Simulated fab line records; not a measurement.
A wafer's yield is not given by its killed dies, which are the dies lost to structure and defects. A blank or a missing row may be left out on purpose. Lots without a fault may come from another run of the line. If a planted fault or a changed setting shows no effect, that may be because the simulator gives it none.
What tool caused it? -- flow sky130 -- Sampling: 15 lots, 45 wafers, 5 of 708 route steps

## WHAT THE GAUGES READ, wafer by wafer
SKY_SONOS_ONO_THK_MEAS_01. Usual: for SONOS_ONO_OXIDATION_THK the level is 2.60 nm and the standard deviation is 0.054.
lot,measured,on,SONOS_ONO_OXIDATION_THK (nm),flag
L234,day 11 03:55,film metro-03,2.55 2.61 2.58,
L235,day 11 21:27,film metro-02,2.65 2.64 2.63,
L236,day 12 00:43,film metro-03,2.61 2.64 2.68,
L240,day 13 10:31,film metro-01,2.55 2.48 2.47,
L241,day 13 17:37,film metro-01,2.55 2.59 2.62,
L242,day 14 01:27,film metro-02,2.66 2.65 2.59,
L244,day 14 13:32,film metro-01,2.66 2.61 2.58,
L247,day 15 18:13,film metro-02,2.59 2.59 2.67,
L248,day 16 02:09,film metro-03,2.70 2.61 2.71,
L250,day 16 15:25,film metro-02,2.56 2.53 2.63,
L252,day 17 06:53,film metro-03,2.61 2.65 2.69,
L253,day 17 15:22,film metro-03,2.60 2.59 2.57,
L255,day 18 08:08,film metro-03,2.60 2.54 2.54,
L256,day 18 12:56,film metro-02,2.56 2.61 2.56,
L257,day 18 20:52,film metro-03,2.50 2.49 2.52,

SKY_POLY_GATE_CD_MEAS_13: the cd target is 150 nm. Usual: cd nm at 150.5 nm, with a standard deviation of 1.5.
lot,measured,on,cd nm (nm),flag
L234,day 15 22:17,cd sem-01,152.0 152.1 151.5,
L235,day 16 16:52,cd sem-02,150.5 151.4 151.8,
L236,day 16 21:43,cd sem-02,150.3 150.4 150.2,
L240,day 18 14:53,cd sem-01,151.9 151.4 151.4,
L241,day 18 23:01,cd sem-01,150.3 149.5 151.8,
L242,day 19 08:31,cd sem-02,149.6 149.7 149.8,
L244,day 19 21:49,cd sem-02,149.0 149.6 149.3,
L247,day 21 08:09,cd sem-02,150.8 151.0 151.2,
L248,day 21 15:22,cd sem-01,147.8 149.1 148.6,
L250,day 22 03:37,cd sem-02,149.9 150.1 149.3,
L252,day 22 18:33,cd sem-02,150.3 150.3 152.1,
L253,day 23 02:00,cd sem-02,149.9 149.6 150.3,
L255,day 23 20:12,cd sem-02,151.3 151.0 150.0,
L256,day 24 00:54,cd sem-02,149.0 148.2 149.2,
L257,day 24 09:34,cd sem-01,150.6 150.0 149.8,

SKY_LDD_LDN_TW_MEAS_13. Usual: for LDD_LDN_TW the level is 1479 and the standard deviation is 10.
lot,measured,on,LDD_LDN_TW,flag
L234,day 22 11:07,film metro-03,1485 1482 1491,
L235,day 23 06:17,film metro-03,1495 1491 1492,
L236,day 23 10:16,film metro-02,1464 1464 1471,
L240,day 25 03:03,film metro-02,1348 1353 1348,OFF
L241,day 25 11:58,film metro-01,1354 1354 1363,OFF
L242,day 25 21:52,film metro-03,1361 1364 1369,OFF
L244,day 26 07:28,film metro-03,1478 1490 1489,
L247,day 27 15:19,film metro-02,1471 1459 1470,
L248,day 27 22:40,film metro-01,1476 1472 1472,
L250,day 28 08:58,film metro-02,1475 1471 1475,
L252,day 29 05:27,film metro-01,1468 1482 1476,
L253,day 29 07:01,film metro-01,1476 1469 1477,
L255,day 29 23:32,film metro-02,1450 1454 1453,
L256,day 30 03:47,film metro-03,1483 1481 1488,
L257,day 30 11:06,film metro-03,1488 1489 1487,

## EACH LOT AND THE TOOL THAT RAN IT (in order: tool; ch and the chambers of the sampled wafers; start)
lot,SKY_POLY_GATE_STRIP_18,SKY_LDD_LDN_IMPLANT_08
L234,"plasma asher-02 ch 0,1, day 15 22:39","implanter-01 ch 0, day 22 10:26"
L235,"plasma asher-04 ch 1, day 16 17:15","implanter-01 ch 0, day 23 05:36"
L236,"plasma asher-04 ch 0,1, day 16 22:06","implanter-01 ch 0, day 23 09:35"
L240,"plasma asher-02 ch 0, day 18 15:15","implanter-02, day 25 02:22"
L241,"plasma asher-02 ch 0,1, day 18 23:23","implanter-03, day 25 11:17"
L242,"plasma asher-02 ch 0,1, day 19 08:53","implanter-01, day 25 21:11"
L244,"plasma asher-02 ch 0,1, day 19 22:12","implanter-01 ch 0, day 26 06:46"
L247,"plasma asher-04 ch 0,1, day 21 08:32","implanter-02 ch 0, day 27 14:37"
L248,"plasma asher-01 ch 0,1, day 21 15:45","implanter-03 ch 0, day 27 21:59"
L250,"plasma asher-04 ch 0,1, day 22 04:01","implanter-01 ch 0, day 28 08:16"
L252,"plasma asher-02 ch 0,1, day 22 18:57","implanter-03 ch 0, day 29 01:23"
L253,"plasma asher-01 ch 0,1, day 23 02:23","implanter-02 ch 0, day 29 06:19"
L255,"plasma asher-02 ch 0,1, day 23 20:35","implanter-02 ch 0, day 29 22:50"
L256,"plasma asher-02 ch 0,1, day 24 01:18","implanter-01 ch 0, day 30 03:05"
L257,"plasma asher-01 ch 0,1, day 24 09:56","implanter-03 ch 0, day 30 10:25"
- SKY_POLY_GATE_STRIP_18: strips in O2/N2.
- SKY_LDD_LDN_IMPLANT_08

## WHAT THE TOOLS THEMSELVES READ (means of the sampled wafers that have a number; where no wafer has one, the mark that the record gives instead)
SKY_POLY_GATE_STRIP_18. Usual: drypump motor current A 5.9 A, standard deviation 0.42; oes product au 0.361 a.u., standard deviation 0.0048; strip time to endpoint s 3.172 s, standard deviation 0.026.
lot,tool,drypump motor current A (A),oes product au (a.u.),strip time to endpoint s (s),flag
L234,plasma asher-02,5.6,0.358,3.126,
L235,plasma asher-04,6.5,0.360,3.196,
L236,plasma asher-04,6.5,0.360,3.144,
L240,plasma asher-02,5.4,0.360,3.170,
L241,plasma asher-02,5.6,0.365,3.204,
L242,plasma asher-02,5.6,0.361,3.160,
L244,plasma asher-02,5.5,0.360,3.173,
L247,plasma asher-04,6.4,0.363,3.195,
L248,plasma asher-01,5.9,0.359,3.168,
L250,plasma asher-04,6.5,0.362,3.159,
L252,plasma asher-02,5.5,0.361,3.200,
L253,plasma asher-01,5.8,0.361,3.178,
L255,plasma asher-02,5.5,0.363,3.177,
L256,plasma asher-02,5.5,0.359,3.168,
L257,plasma asher-01,5.8,0.364,3.202,

SKY_LDD_LDN_IMPLANT_08. Usual: beam energy keV 15.000, standard deviation 0.0038; beam on s 9.99 s, standard deviation 0.19; rotation deg 23.000 degrees, standard deviation 0.021.
lot,tool,beam energy keV,beam on s (s),rotation deg (degrees),flag
L234,implanter-01,15.001,9.86,23.001,
L235,implanter-01,15.003,9.99,23.015,
L236,implanter-01,15.003,10.11,22.993,
L240,implanter-02,-,-,-,OFF
L241,implanter-03,-,-,-,OFF
L242,implanter-01,-,-,-,OFF
L244,implanter-01,14.998,10.14,22.996,
L247,implanter-02,15.002,9.78,22.963,
L248,implanter-03,14.998,9.90,22.990,
L250,implanter-01,14.999,9.94,23.009,
L252,implanter-03,15.000,9.93,23.007,
L253,implanter-02,15.000,9.95,23.003,
L255,implanter-02,14.999,9.94,23.003,
L256,implanter-01,15.000,9.98,23.018,
L257,implanter-03,15.001,10.08,23.023,

## THE ANSWER, worked out from the rows above alone
Rule: a lot counts as off when the mean over its wafers that have a number is more than 3 standard deviations away from the usual mean. Also off: a lot with no number at a reading for which 4 or more lots have one. Where the step has rows for the other lots, those lots are counted as sound. The gauges are gone through in route order, then the tools' own readings, and for those a lot's mean is taken as printed above. The first step at which some lot is off is used, and at that step the reading that is off furthest; a lot without a number counts as furthest.
Off: L240, L241, L242, at SKY_LDD_LDN_TW_MEAS_13 (LDD_LDN_TW).
If a tool, at a process step before that reading, ran all the lots that are off and no sound lot after the first of them, it fits. The gauges at SKY_LDD_LDN_TW_MEAS_13 aren't tried: what is off there is off at SKY_LDD_LDN_IMPLANT_08 too, on other tools, and a gauge's error can't cause that. None of those tried fits.

## WHAT THE SIMULATOR HAD PUT IN
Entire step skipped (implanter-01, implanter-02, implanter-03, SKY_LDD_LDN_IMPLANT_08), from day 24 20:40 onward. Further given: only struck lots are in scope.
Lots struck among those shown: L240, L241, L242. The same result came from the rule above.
